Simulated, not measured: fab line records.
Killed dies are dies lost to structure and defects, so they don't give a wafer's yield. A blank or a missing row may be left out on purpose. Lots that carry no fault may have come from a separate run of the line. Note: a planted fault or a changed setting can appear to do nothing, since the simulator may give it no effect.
fab line records	flow sky130
[record] lots = 5	wafers = 15	last_day = 50
route steps=708 shown METAL5@680 PASSIVATION@681 PAD_OPEN@694
lots untouched by any fault: they come from a run of this same line in which no faults occurred
start_h: start of the lot's first displayed wafer, in hours after the record's first day	wait_h: hours from the lot's prior step to this one	" identical to the entry in the row above	L1.1+2: one row covering several wafers at once	- no value, or no start given	* or withheld: withheld	< > ~ a bound
route shown NAME@n: NAME is a module with steps in the file, n the number in the route of the first one	usual: average and standard deviation across the fault-free wafers	same: alike in all rows	chamber/n: place in a boat	sites: readings site by site	_std_site: the values' standard deviation	_edge_site: outer sites' mean less inner sites'	radius_mm: for every site, how far away it sits from the centre of the wafer	mask NAME#n: copy n	behind: the tool/chamber that last shaped the wafer	hold: the reason the lot was held/the length of the hold in hours/how it ended	device: which transistor (n, p or np) failed to switch	end of line: the route-end tests of the same wafers	a step without rows: its recipe alone	killed: count of dies lost to structure and defects at first sort (not the wafer's yield)	map: dies across one wafer; x = killed, . = not, _ = none there
set.NAME: setting as actually run; set.NAME@STEP: the setting as run at that earlier step	model.NAME: the simulator's own value behind a step, which no gauge read
lots seen at some steps along the route; tables by step, rows by wafer
services: when a tool's chamber went out of use (start_h, in hours from the record's first day, below 0 if earlier), for how many hours, and the reason
[[steps]]
[step SKY_METAL5_CLEAN_19]
[recipe] chemistry = O3/DIW	dry = n2_spin
lot.wafer	tool	chamber	start_h	wait_h
L077.1+2+6	wet_bench-04	1	1050.34	0.1
L089.3+5+6	wet_bench-04	1	1117.13	0.0
L093.4+5+6	wet_bench-02	1	1141.62	0.0
L096.2+4+6	wet_bench-02	2	1172.38	0.0
L097.2+5+6	wet_bench-04	3	1173.48	0.0
[step SKY_PASSIVATION_CVD_00]
[recipe] material = SiO2	target_thk_nm = 90	temp_c = 400	time_s = withheld	rf_w = 600
[usual] heater_power_w = 662/100
lot.wafer	tool	chamber	start_h	wait_h	heater_power_w
L077.1	pecvd-03	1	1050.43	0.0	638
L077.2	"	2	"	"	800
L077.6	"	1	"	"	655
L089.3	pecvd-03	0	1117.23	0.0	578
L089.5	"	1	"	"	597
L089.6	"	2	"	"	869
L093.4	pecvd-04	2	1141.83	0.0	615
L093.5	"	1	"	"	448
L093.6	"	0	"	"	709
L096.2	pecvd-03	1	1172.47	0.0	621
L096.4	"	2	"	"	767
L096.6	"	0	"	"	696
L097.2	pecvd-04	2	1173.57	0.0	515
L097.5	"	1	"	"	510
L097.6	"	2	"	"	518
[step SKY_PASSIVATION_THK_MEAS_01]
[recipe] reads = SiO2_of_PASSIVATION_CVD_00
[usual] PASSIVATION_CVD_00_THK = 90.3/1.2
lot.wafer	tool	chamber	start_h	wait_h	PASSIVATION_CVD_00_THK[nm]
L077.1	film_metro-01	-	1050.46	-	89.3
L077.2	"	-	"	"	89.1
L077.6	"	-	"	"	90.7
L089.3	film_metro-01	-	1117.27	-	89.5
L089.5	"	-	"	"	90.5
L089.6	"	-	"	"	92.3
L093.4	film_metro-04	-	1141.87	-	90.2
L093.5	"	-	"	"	89.7
L093.6	"	-	"	"	89.9
L096.2	film_metro-04	-	1172.50	-	89.3
L096.4	"	-	"	"	91.1
L096.6	"	-	"	"	92.7
L097.2	film_metro-04	-	1173.60	-	89.4
L097.5	"	-	"	"	92.1
L097.6	"	-	"	"	92.8
[step SKY_PASSIVATION_CVD_02]
[recipe] material = Si3N4	target_thk_nm = 540	temp_c = 400	time_s = withheld	rf_w = 450
[usual] heater_power_w = 685/94
lot.wafer	tool	chamber	start_h	wait_h	heater_power_w
L077.1	pecvd-04	1	1050.52	0.1	478
L077.2	"	0	"	"	743
L077.6	"	2	"	"	550
L089.3	pecvd-01	2	1117.31	0.0	688
L089.5	"	0	"	"	768
L089.6	"	1	"	"	741
L093.4	pecvd-01	1	1142.02	0.1	821
L093.5	"	2	"	"	628
L093.6	"	0	"	"	755
L096.2	pecvd-01	0	1172.55	0.0	767
L096.4	"	2	"	"	643
L096.6	"	0	"	"	830
L097.2	pecvd-03	1	1173.65	0.0	624
L097.5	"	0	"	"	634
L097.6	"	2	"	"	808
[step SKY_PASSIVATION_THK_MEAS_03]
[recipe] reads = Si3N4_of_PASSIVATION_CVD_02
[usual] PASSIVATION_CVD_02_THK = 537/7.8
lot.wafer	tool	chamber	start_h	wait_h	PASSIVATION_CVD_02_THK[nm]
L077.1	film_metro-04	-	1050.75	-	536
L077.2	"	-	"	"	525
L077.6	"	-	"	"	536
L089.3	film_metro-04	-	1117.56	-	529
L089.5	"	-	"	"	529
L089.6	"	-	"	"	539
L093.4	film_metro-03	-	1142.16	-	553
L093.5	"	-	"	"	547
L093.6	"	-	"	"	545
L096.2	film_metro-03	-	1172.78	-	530
L096.4	"	-	"	"	533
L096.6	"	-	"	"	538
L097.2	film_metro-03	-	1173.88	-	541
L097.5	"	-	"	"	545
L097.6	"	-	"	"	542
[step SKY_PASSIVATION_DEHYDRATE_04]
[recipe] temp_c = 200	time_s = 60
lot.wafer	tool	chamber	start_h	wait_h
L077.1+2+6	litho_track-01	0	1060.46	9.7
L089.3+5+6	litho_track-03	0	1126.87	9.3
L093.4+5+6	litho_track-03	0	1150.59	8.4
L096.2+4+6	litho_track-04	0	1180.29	7.5
L097.2+5+6	litho_track-03	0	1181.59	7.7
[step SKY_PASSIVATION_HMDS_05]
[recipe] prime_time_s = 60	prime_temp_c = 120
[same] prime_time_s = 60
lot.wafer	tool	chamber	start_h	wait_h
L077.1+2+6	litho_track-01	0	1060.61	0.1
L089.3+5+6	litho_track-03	0	1127.02	0.1
L093.4+5+6	litho_track-03	0	1150.74	0.1
L096.2+4+6	litho_track-04	0	1180.44	0.1
L097.2+5+6	litho_track-03	0	1181.74	0.1
[step SKY_PASSIVATION_COAT_06]
[recipe] spin_rpm = 2016	resist_thk_nm = 3000
lot.wafer	tool	chamber	start_h	wait_h
L077.1+2+6	litho_track-01	0	1060.76	0.1
L089.3+5+6	litho_track-03	0	1127.17	0.1
L093.4+5+6	litho_track-03	0	1150.89	0.1
L096.2+4+6	litho_track-04	0	1180.59	0.1
L097.2+5+6	litho_track-03	0	1181.89	0.1
[step SKY_PASSIVATION_SOFTBAKE_07]
[recipe] temp_c = 110	time_s = withheld
lot.wafer	tool	chamber	start_h	wait_h
L077.1+2+6	litho_track-01	0	1060.91	0.1
L089.3+5+6	litho_track-03	0	1127.34	0.1
L093.4+5+6	litho_track-03	0	1151.07	0.1
L096.2+4+6	litho_track-04	0	1180.75	0.1
L097.2+5+6	litho_track-03	0	1182.05	0.1
[step SKY_PASSIVATION_EXPOSE_08]
[recipe] mask_id = NSM	target_cd_nm = 3000	na = 0.57	dose_mj = 260
[same] na = 0.57
lot.wafer	tool	chamber	start_h	wait_h	mask
L077.1+2+6	iline_stepper-01	0	-	-	NSM#0
L089.3+5+6	iline_stepper-02	0	-	-	NSM#0
L093.4+5+6	iline_stepper-01	0	-	-	NSM#0
L096.2+4+6	iline_stepper-01	0	-	-	NSM#0
L097.2+5+6	iline_stepper-01	0	-	-	NSM#0
[step SKY_PASSIVATION_PEB_09]
[recipe] temp_c = 115	time_s = withheld
lot.wafer	tool	chamber	start_h	wait_h
L077.1+2+6	litho_track-03	0	-	-
L089.3+5+6	litho_track-01	0	-	-
L093.4+5+6	litho_track-01	0	-	-
L096.2+4+6	litho_track-01	0	-	-
L097.2+5+6	litho_track-03	0	-	-
[step SKY_PASSIVATION_DEVELOP_10]
[recipe] develop_time_s = 60	dev_temp_c = 23
[same] develop_time_s = 60
lot.wafer	tool	chamber	start_h	wait_h
L077.1+2+6	litho_track-03	0	-	-
L089.3+5+6	litho_track-01	0	-	-
L093.4+5+6	litho_track-01	0	-	-
L096.2+4+6	litho_track-01	0	-	-
L097.2+5+6	litho_track-03	0	-	-
[step SKY_PASSIVATION_ETCH_11]
[recipe] chemistry = CF4/O2	target_depth_nm = 725	stop_on = AlCu	source_w = 800	bias_w = 150	pressure_mtorr = 150	cf4_flow_sccm = 80	O2_flow_sccm = 10	time_s = 161.1
[usual] drypump_motor_current_A = 5.7/0.44	oes_product_au = 0.975/0.008	throttle_valve_pct = 5.963/0.0094
lot.wafer	tool	chamber	start_h	wait_h	drypump_motor_current_A	oes_product_au	rf_hours_counter_h	throttle_valve_pct
L077.1	rie_diel-03	3	1072.07	-	6.2	0.968	8	5.958
L077.2	"	0	"	"	5.7	0.969	9	5.953
L077.6	"	3	"	"	6.2	0.979	-	5.973
L089.3	rie_diel-01	0	1137.66	-	5.5	0.974	16	5.951
L089.5	"	1	"	"	5.7	0.966	-	5.961
L089.6	"	2	"	"	5.8	0.979	-	5.973
L093.4	rie_diel-02	3	1160.56	-	5.8	0.986	-	5.980
L093.5	"	0	"	"	6.6	0.982	-	5.963
L093.6	"	2	"	"	4.8	0.987	-	5.965
L096.2	rie_diel-01	1	1187.76	-	5.7	0.966	2	5.973
L096.4	"	0	"	"	5.5	0.977	-	5.967
L096.6	"	2	"	"	5.8	0.977	-	5.964
L097.2	rie_diel-01	1	1189.82	-	5.7	0.980	3	5.968
L097.5	"	0	"	"	5.5	0.977	-	5.958
L097.6	"	2	"	"	5.8	0.986	-	5.965
[step SKY_PASSIVATION_STRIP_12]
[recipe] chemistry = O2/N2	power_w = 1400	pressure_mtorr = 1500	platen_temp_c = withheld	overash_fraction = 0.7	o2_flow_sccm = 3000	n2_flow_sccm = 300
[usual] drypump_motor_current_A = 5.6/0.43	oes_product_au = 0.660/0.0046	strip_time_to_endpoint_s = 31.34/0.18
lot.wafer	tool	chamber	start_h	wait_h	drypump_motor_current_A	oes_product_au	rf_hours_counter_h	strip_time_to_endpoint_s
L077.1	plasma_asher-02	0	1072.17	0.1	5.5	0.654	67	31.21
L077.2	"	1	"	"	4.9	0.663	67	31.34
L077.6	"	1	"	"	4.9	0.663	-	31.22
L089.3	plasma_asher-02	0	1137.80	0.1	5.5	0.664	-	31.38
L089.5	"	1	"	"	4.9	0.660	-	31.34
L089.6	"	0	"	"	5.5	0.656	-	31.14
L093.4	plasma_asher-03	0	1160.65	0.0	5.5	0.663	-	31.56
L093.5	"	1	"	"	5.3	0.663	-	31.40
L093.6	"	0	"	"	5.6	0.663	-	31.20
L096.2	plasma_asher-04	1	1187.86	0.1	6.2	0.657	12	31.39
L096.4	"	0	"	"	5.9	0.658	-	31.46
L096.6	"	0	"	"	5.8	0.663	-	31.25
L097.2	plasma_asher-02	0	1189.92	0.1	5.5	0.660	79	31.52
L097.5	"	0	"	"	5.5	0.665	-	31.56
L097.6	"	1	"	"	4.9	0.658	-	31.22
[step SKY_PAD_OPEN_DEHYDRATE_00]
[recipe] temp_c = 200	time_s = 60
lot.wafer	tool	chamber	start_h	wait_h
L077.1+2+6	litho_track-03	0	1081.62	9.4
L089.3+5+6	litho_track-04	0	1147.26	9.4
L093.4+5+6	litho_track-03	0	1167.94	7.3
L096.2+4+6	litho_track-02	0	1193.87	6.0
L097.2+5+6	litho_track-03	0	1195.39	5.4
[step SKY_PAD_OPEN_HMDS_01]
[recipe] prime_time_s = 60	prime_temp_c = 120
[same] prime_time_s = 60
lot.wafer	tool	chamber	start_h	wait_h
L077.1+2+6	litho_track-03	0	1081.77	0.1
L089.3+5+6	litho_track-04	0	1147.41	0.1
L093.4+5+6	litho_track-03	0	1168.09	0.1
L096.2+4+6	litho_track-02	0	1194.02	0.1
L097.2+5+6	litho_track-03	0	1195.54	0.1
[step SKY_PAD_OPEN_COAT_02]
[recipe] spin_rpm = 2000	resist_thk_nm = 3000
lot.wafer	tool	chamber	start_h	wait_h
L077.1+2+6	litho_track-03	0	1081.92	0.1
L089.3+5+6	litho_track-04	0	1147.56	0.1
L093.4+5+6	litho_track-03	0	1168.24	0.1
L096.2+4+6	litho_track-02	0	1194.17	0.1
L097.2+5+6	litho_track-03	0	1195.69	0.1
[step SKY_PAD_OPEN_SOFTBAKE_03]
[recipe] temp_c = 110	time_s = withheld
lot.wafer	tool	chamber	start_h	wait_h
L077.1+2+6	litho_track-03	0	1082.07	0.1
L089.3+5+6	litho_track-04	0	1147.73	0.1
L093.4+5+6	litho_track-03	0	1168.42	0.1
L096.2+4+6	litho_track-02	0	1194.32	0.1
L097.2+5+6	litho_track-03	0	1195.85	0.1
[step SKY_PAD_OPEN_EXPOSE_04]
[recipe] mask_id = PDM	target_cd_nm = 60000	na = 0.57	dose_mj = 260
[same] na = 0.57
lot.wafer	tool	chamber	start_h	wait_h	mask
L077.1+2+6	iline_stepper-01	0	-	-	PDM#0
L089.3+5+6	iline_stepper-02	0	-	-	PDM#0
L093.4+5+6	iline_stepper-01	0	-	-	PDM#0
L096.2+4+6	iline_stepper-01	0	-	-	PDM#0
L097.2+5+6	iline_stepper-02	0	-	-	PDM#0
[step SKY_PAD_OPEN_PEB_05]
[recipe] temp_c = 115	time_s = withheld
lot.wafer	tool	chamber	start_h	wait_h
L077.1+2+6	litho_track-03	0	-	-
L089.3+5+6	litho_track-02	0	-	-
L093.4+5+6	litho_track-04	0	-	-
L096.2+4+6	litho_track-03	0	-	-
L097.2+5+6	litho_track-02	0	-	-
[step SKY_PAD_OPEN_DEVELOP_06]
[recipe] develop_time_s = 60	dev_temp_c = 23
[same] develop_time_s = 60
lot.wafer	tool	chamber	start_h	wait_h
L077.1+2+6	litho_track-03	0	-	-
L089.3+5+6	litho_track-02	0	-	-
L093.4+5+6	litho_track-04	0	-	-
L096.2+4+6	litho_track-03	0	-	-
L097.2+5+6	litho_track-02	0	-	-
[step SKY_PAD_OPEN_ETCH_07]
[recipe] chemistry = CF4/O2	target_depth_nm = 725	stop_on = AlCu	source_w = 800	bias_w = 150	pressure_mtorr = 150	cf4_flow_sccm = 80	O2_flow_sccm = 10	time_s = 161.1
[usual] drypump_motor_current_A = 5.7/0.51	oes_product_au = 0.976/0.008	throttle_valve_pct = 5.964/0.0099
lot.wafer	tool	chamber	start_h	wait_h	drypump_motor_current_A	oes_product_au	rf_hours_counter_h	throttle_valve_pct
L077.1	rie_diel-03	3	1092.77	-	6.1	0.975	8	5.962
L077.2	"	0	"	"	5.6	0.969	9	5.956
L077.6	"	0	"	"	5.6	0.988	-	5.974
L089.3	rie_diel-02	2	1157.59	-	4.8	0.971	26	5.945
L089.5	"	0	"	"	6.6	0.973	-	5.949
L089.6	"	3	"	"	5.8	0.985	-	5.951
L093.4	rie_diel-03	1	1176.51	-	5.2	0.990	25	5.964
L093.5	"	2	"	"	5.8	0.980	-	5.963
L093.6	"	1	"	"	5.1	0.981	-	5.962
L096.2	rie_diel-02	2	1202.37	-	4.8	0.980	28	5.973
L096.4	"	1	"	"	5.5	0.980	22	5.954
L096.6	"	3	"	"	5.8	0.977	-	5.975
L097.2	rie_diel-04	1	1203.44	-	5.6	0.976	20	5.959
L097.5	"	2	"	"	6.4	0.976	-	5.951
L097.6	"	1	"	"	5.6	0.978	-	5.970
[step SKY_PAD_OPEN_STRIP_08]
[recipe] chemistry = O2/N2	power_w = 1400	pressure_mtorr = 1500	platen_temp_c = withheld	overash_fraction = 0.7	o2_flow_sccm = 3000	n2_flow_sccm = 300
[usual] drypump_motor_current_A = 5.30/0.24	oes_product_au = 0.663/0.0046	strip_time_to_endpoint_s = 37.05/0.11
lot.wafer	tool	chamber	start_h	wait_h	drypump_motor_current_A	oes_product_au	rf_hours_counter_h	strip_time_to_endpoint_s
L077.1	plasma_asher-01	0	1092.87	0.1	5.54	0.660	95	37.04
L077.2	"	1	"	"	4.96	0.658	95	37.05
L077.6	"	1	"	"	4.97	0.663	-	36.99
L089.3	plasma_asher-03	1	1157.73	0.1	5.27	0.668	-	37.15
L089.5	"	1	"	"	5.26	0.665	-	37.16
L089.6	"	0	"	"	5.53	0.662	-	37.10
L093.4	plasma_asher-01	1	1176.65	0.1	4.99	0.663	-	36.97
L093.5	"	1	"	"	4.96	0.661	-	37.06
L093.6	"	0	"	"	5.50	0.667	-	37.10
L096.2	plasma_asher-01	1	1202.47	0.1	5.02	0.669	106	36.99
L096.4	"	0	"	"	5.52	0.661	-	37.14
L096.6	"	1	"	"	4.99	0.667	-	37.02
L097.2	plasma_asher-02	1	1203.55	0.1	4.94	0.656	81	36.90
L097.5	"	0	"	"	5.50	0.665	-	36.83
L097.6	"	1	"	"	4.93	0.665	-	36.93
[step SKY_PAD_OPEN_STRIP_09]
[recipe] chemistry = post_etch_residue_remover	time_s = 1200	temp_c = 72.5
lot.wafer	tool	chamber	start_h	wait_h
L077.1+2+6	wet_bench-02	0	1092.97	0.1
L089.3+5+6	wet_bench-04	0	1157.80	0.0
L093.4+5+6	wet_bench-01	1	1176.72	0.0
L096.2+4+6	wet_bench-02	1	1202.57	0.1
L097.2+5+6	wet_bench-01	1	1203.67	0.1
[step SKY_PAD_OPEN_CLEAN_10]
[recipe] chemistry = IPA	time_s = 180	temp_c = 25
lot.wafer	tool	chamber	start_h	wait_h
L077.1+2+6	wet_bench-04	2	1093.32	0.0
L089.3+5+6	wet_bench-02	1	1158.14	0.0
L093.4+5+6	wet_bench-04	0	1177.13	0.0
L096.2+4+6	wet_bench-01	2	1202.92	0.0
L097.2+5+6	wet_bench-01	1	1204.04	0.0
[step SKY_PAD_OPEN_CLEAN_11]
[recipe] chemistry = O3/DIW	dry = n2_spin
lot.wafer	tool	chamber	start_h	wait_h
L077.1+2+6	wet_bench-01	1	1093.37	0.0
L089.3+5+6	wet_bench-01	1	1158.20	0.0
L093.4+5+6	wet_bench-02	1	1177.18	0.0
L096.2+4+6	wet_bench-02	0	1202.98	0.0
L097.2+5+6	wet_bench-02	0	1204.11	0.0
[step SKY_PAD_OPEN_ANNEAL_12]
[recipe] temp_c = 403.7	time_s = withheld	ambient = N2/H2	idle_temp_c = 300	ramp_up_c_per_min = 8	ramp_down_c_per_min = 4
lot.wafer	tool	chamber	start_h	wait_h
L077.1+2+6	furnace-02	0	1093.47	0.0
L089.3+5+6	furnace-01	0	1158.49	0.2
L093.4+5+6	furnace-01	0	1177.28	0.0
L096.2+4+6	furnace-01	0	1204.02	0.9
L097.2+5+6	furnace-02	0	1205.42	1.2
[step SKY_PAD_OPEN_BOW_MEAS_13]
[recipe] mode = bow
[usual] PAD_OPEN_BOW = 46/7.8
lot.wafer	tool	chamber	start_h	wait_h	PAD_OPEN_BOW[um]
L077.1	film_metro-02	-	1094.97	-	41
L077.2	"	-	"	"	35
L077.6	"	-	"	"	46
L089.3	film_metro-04	-	1160.03	-	44
L089.5	"	-	"	"	45
L089.6	"	-	"	"	47
L093.4	film_metro-03	-	1178.84	-	44
L093.5	"	-	"	"	39
L093.6	"	-	"	"	36
L096.2	film_metro-02	-	1205.54	-	37
L096.4	"	-	"	"	50
L096.6	"	-	"	"	37
L097.2	film_metro-04	-	1206.94	-	47
L097.5	"	-	"	"	56
L097.6	"	-	"	"	43
[step SKY_PAD_OPEN_PROBE_99]
[usual] defect_limited_yield = 82.5/2	killed_at_M0_to_M3 = 43/7.3	killed_at_M4_up = 3.5/2.2	killed_at_contacts = 24/5.3	killed_at_front_end = 15/4.2	killed_dies = 86/9.8	killed_open = 47/7.2	killed_short = 39/6.5	sort_bin_3_pad_short = 0.9/0.42	sort_bin_5_function = 10.4/1.5	sort_bin_6_memory = 6.3/1.2	sort_n_pass = 406/9.9	sort_yield_pct = 82.5/2
[same] gross_dies = 492	killed_at_back_side = 0	killed_at_other = 0	sort_bin_4_leakage[%] = 0	sort_bin_8_speed[%] = 0
lot.wafer	tool	chamber	start_h	wait_h	defect_limited_yield[%]	killed_at_M0_to_M3	killed_at_M4_up	killed_at_contacts	killed_at_front_end	killed_dies	killed_open	killed_short	sort_bin_3_pad_short[%]	sort_bin_5_function[%]	sort_bin_6_memory[%]	sort_n_pass	sort_yield_pct[%]
L077.1	prober-02	-	1095.09	0.1	81.9	49	2	31	7	89	53	36	0.8	11.0	6.3	403	81.9
L077.2	prober-02	-	1095.14	0.1	80.3	49	7	27	14	97	49	48	0.8	10.8	8.1	395	80.3
L077.6	prober-02	-	1095.34	0.2	82.9	43	2	31	8	84	45	39	0.8	10.8	5.5	408	82.9
L089.3	prober-01	-	1160.21	0.2	81.9	49	4	23	13	89	42	45	1.2	10.4	6.5	403	81.9
L089.5	prober-01	-	1160.31	0.2	81.9	43	7	21	18	89	46	43	0.6	12.6	4.9	403	81.9
L089.6	prober-01	-	1160.36	0.2	80.9	43	7	27	17	94	48	46	1.2	10.8	7.1	398	80.9
L093.4	prober-02	-	1179.05	0.2	83.3	40	5	22	15	82	54	28	1.0	8.1	7.5	410	83.3
L093.5	prober-02	-	1179.10	0.2	79.9	53	3	22	21	99	49	50	1.0	10.4	8.7	393	79.9
L093.6	prober-02	-	1179.15	0.2	85.0	44	1	20	9	74	33	41	0.4	8.1	6.5	418	85.0
L096.2	prober-02	-	1205.69	0.1	85.4	40	8	17	7	72	37	34	1.0	7.7	5.9	420	85.4
L096.4	prober-02	-	1205.79	0.2	81.7	45	7	26	12	90	41	49	1.4	10.6	6.3	402	81.7
L096.6	prober-02	-	1205.89	0.2	81.3	34	6	30	22	92	51	38	1.0	12.2	5.5	400	81.3
L097.2	prober-01	-	1207.09	0.1	80.5	54	0	26	16	96	49	44	1.0	11.0	7.5	396	80.5
L097.5	prober-01	-	1207.24	0.2	80.9	49	2	26	17	94	57	37	0.4	9.8	8.9	398	80.9
L097.6	prober-01	-	1207.29	0.2	81.1	39	3	30	21	93	52	39	2.0	11.4	5.5	399	81.1
// killed by level:class
L077.1 CONTACT:geometric_particle:open=14 VIA3:geometric_particle:open=11 VIA2:geometric_particle:open=10 VIA1:geometric_particle:open=8 VIA1:geometric_particle:short=7 LI_CONTACT:geometric_particle:open=5 LI_CONTACT:geometric_particle:short=4 LOCAL_INTERCONNECT:geometric_particle:short=4
L077.2 VIA1:geometric_particle:open=9 VIA3:geometric_particle:open=8 VIA2:geometric_particle:open=8 CONTACT:geometric_particle:open=7 VIA1:geometric_particle:short=7 CONTACT:geometric_particle:short=6 METAL2:geometric_particle:short=5 LI_CONTACT:geometric_particle:open=5
L077.6 VIA1:geometric_particle:open=11 VIA3:geometric_particle:open=11 CONTACT:geometric_particle:open=8 LOCAL_INTERCONNECT:geometric_particle:short=7 VIA1:geometric_particle:short=7 LI_CONTACT:geometric_particle:open=6 CONTACT:geometric_particle:short=5 METAL2:geometric_particle:short=4
L089.3 VIA1:geometric_particle:open=9 VIA1:geometric_particle:short=9 LI_CONTACT:geometric_particle:open=7 VIA3:geometric_particle:open=7 VIA2:geometric_particle:open=5 LI_CONTACT:geometric_particle:short=5 METAL2:geometric_particle:short=5 POLY_GATE:geometric_particle:open=4
L089.5 CONTACT:geometric_particle:open=13 VIA1:geometric_particle:open=12 METAL4:geometric_particle:short=7 FIELD_ISO:geometric_particle:short=6 VIA3:geometric_particle:open=6 FIELD_ISO:geometric_particle:open=5 METAL1:geometric_particle:short=5 VIA2:geometric_particle:open=5
L089.6 CONTACT:geometric_particle:open=11 VIA1:geometric_particle:open=10 LI_CONTACT:geometric_particle:open=8 METAL2:geometric_particle:short=7 FIELD_ISO:geometric_particle:short=6 VIA3:geometric_particle:short=5 VIA2:geometric_particle:open=5 METAL4:geometric_particle:short=5
L093.4 CONTACT:geometric_particle:open=11 VIA1:geometric_particle:open=9 LI_CONTACT:geometric_particle:open=8 METAL2:geometric_particle:short=6 FIELD_ISO:geometric_particle:open=5 VIA2:geometric_particle:open=5 VIA3:geometric_particle:open=5 POLY_GATE:geometric_particle:short=3
L093.5 VIA1:geometric_particle:open=12 METAL1:geometric_particle:short=8 POLY_GATE:geometric_particle:open=6 LI_CONTACT:geometric_particle:open=6 CONTACT:geometric_particle:open=6 VIA1:geometric_particle:short=6 METAL2:geometric_particle:short=6 POLY_GATE:geometric_particle:short=5
L093.6 METAL2:geometric_particle:short=10 CONTACT:geometric_particle:open=8 VIA1:geometric_particle:short=8 METAL1:geometric_particle:short=7 VIA2:geometric_particle:open=6 VIA1:geometric_particle:open=6 VIA3:geometric_particle:open=6 LOCAL_INTERCONNECT:geometric_particle:short=4
L096.2 VIA1:geometric_particle:open=11 CONTACT:geometric_particle:open=8 METAL2:geometric_particle:short=8 METAL4:geometric_particle:short=7 VIA3:geometric_particle:open=6 LI_CONTACT:geometric_particle:open=5 METAL1:geometric_particle:short=5 LOCAL_INTERCONNECT:geometric_particle:short=3
L096.4 VIA1:geometric_particle:open=12 CONTACT:geometric_particle:open=10 LOCAL_INTERCONNECT:geometric_particle:short=8 METAL4:geometric_particle:short=7 CONTACT:geometric_particle:short=5 VIA1:geometric_particle:short=5 VIA2:geometric_particle:open=5 VIA3:geometric_particle:short=5
L096.6 CONTACT:geometric_particle:open=14 VIA1:geometric_particle:open=12 POLY_GATE:geometric_particle:open=9 LI_CONTACT:geometric_particle:short=6 METAL4:geometric_particle:short=6 POLY_GATE:geometric_particle:short=4 LOCAL_INTERCONNECT:geometric_particle:short=4 CONTACT:geometric_particle:short=4
L097.2 CONTACT:geometric_particle:open=12 VIA1:geometric_particle:short=10 VIA1:geometric_particle:open=10 METAL2:geometric_particle:short=9 VIA2:geometric_particle:open=7 LOCAL_INTERCONNECT:geometric_particle:short=5 VIA3:geometric_particle:open=5 POLY_GATE:geometric_particle:open=4
L097.5 VIA1:geometric_particle:open=14 VIA3:geometric_particle:open=11 LI_CONTACT:geometric_particle:open=7 CONTACT:geometric_particle:open=7 VIA1:geometric_particle:short=7 CONTACT:geometric_particle:short=6 VIA2:geometric_particle:open=6 METAL2:geometric_particle:short=5
L097.6 CONTACT:geometric_particle:open=12 VIA2:geometric_particle:open=10 VIA1:geometric_particle:open=9 CONTACT:geometric_particle:short=8 FIELD_ISO:geometric_particle:open=5 LOCAL_INTERCONNECT:geometric_particle:short=5 METAL1:geometric_particle:short=5 VIA3:geometric_particle:short=4
[[services]]
tool	chamber	start_h	hours	kind
pecvd-04	2	1032.17	4.3	repair
furnace-02	-	1034.35	4.0	pm
rie_diel-02	-	1039.16	0.1	repair
pecvd-03	0	1040.65	11.4	repair
pecvd-04	-	1042.93	0.6	repair
furnace-02	-	1048.23	3.9	pm
rie_diel-01	-	1053.72	2.8	pm
plasma_asher-04	-	1055.25	9.0	pm
furnace-01	-	1066.45	3.5	pm
iline_stepper-02	-	1067.99	2.1	pm
rie_diel-02	-	1070.42	2.8	pm
iline_stepper-02	-	1081.53	1.7	pm
plasma_asher-03	-	1085.09	14.6	pm
rie_diel-04	2	1090.42	5.5	repair
wet_bench-02	-	1095.42	2.8	repair
iline_stepper-02	-	1112.47	1.5	repair
pecvd-03	-	1144.91	5.5	pm
rie_diel-02	1	1149.57	17.8	repair
furnace-02	-	1150.73	33.2	repair
iline_stepper-01	-	1152.55	1.7	pm
rie_diel-01	3	1184.05	7.1	repair
iline_stepper-01	-	1195.42	4.2	repair
furnace-01	-	1197.40	0.9	repair
iline_stepper-02	-	1201.13	5.7	repair
[[key]]
fault none
